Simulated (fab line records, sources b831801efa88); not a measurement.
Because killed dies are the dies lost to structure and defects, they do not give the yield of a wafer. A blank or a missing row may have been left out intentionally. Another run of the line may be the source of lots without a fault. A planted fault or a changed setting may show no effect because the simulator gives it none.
Matching of chambers :: flow sky130 :: SKY_VIA1_CMP_24 on cmp-02 has 4 sister chambers
The step polishes, stops on SiO2, t overpolish 15 s, target thk 0 nm. 4 wafers are shown with their chamber, then 7 later ones without.

== WAFERS WITH THEIR CHAMBER ==
wafer: L574.6
chamber: 1
motor-current-A (A): 11.4

wafer: L575.3
chamber: 2
motor-current-A (A): 10.3

wafer: L576.1
chamber: 0
motor-current-A (A): 11.8

wafer: L576.3
chamber: 3
motor-current-A (A): 10.5

== WAFERS MISSING THEIR CHAMBER ==
wafer: L576.5
motor-current-A (A): 10.2

wafer: L577.3
motor-current-A (A): 9.9

wafer: L577.4
motor-current-A (A): 11.5

wafer: L577.6
motor-current-A (A): 13.1

wafer: L578.2
motor-current-A (A): 9.8

wafer: L578.3
motor-current-A (A): 9.7

wafer: L578.5
motor-current-A (A): 12.7

== CHAMBER TAKEN BY EACH ==
wafer: L576.5
from the rows above: can't be placed: 2 or 3 or 1
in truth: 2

wafer: L577.3
from the rows above: can't be placed: 2 or 3 or 1
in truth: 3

wafer: L577.4
from the rows above: can't be placed: 1 or 0 or 3 or 2
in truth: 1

wafer: L577.6
from the rows above: can't be placed: 0 or 1 or 3
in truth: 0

wafer: L578.2
from the rows above: can't be placed: 2 or 3 or 1
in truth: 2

wafer: L578.3
from the rows above: can't be placed: 2 or 3 or 1
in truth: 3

wafer: L578.5
from the rows above: can't be placed: 0 or 1 or 3
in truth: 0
Placed correctly: 0 of 7. Can't be placed from these rows: 7 (the true chamber is among the candidates in 7). Wrongly placed: 0.
How it was worked out, from the rows above alone: a wafer's distance from a chamber is the root of the sum, over the readings, of the square of ((its reading less the chamber's mean) divided by the reading's scatter). If the next closest chamber is less than 2 further off than the closest, the wafer can't be placed; otherwise it belongs to the closest. For every chamber, the mean is computed from those of its wafers that are shown. The scatter: root of mean squared gap, hidden wafer to nearest shown wafer, with one shown wafer a chamber.
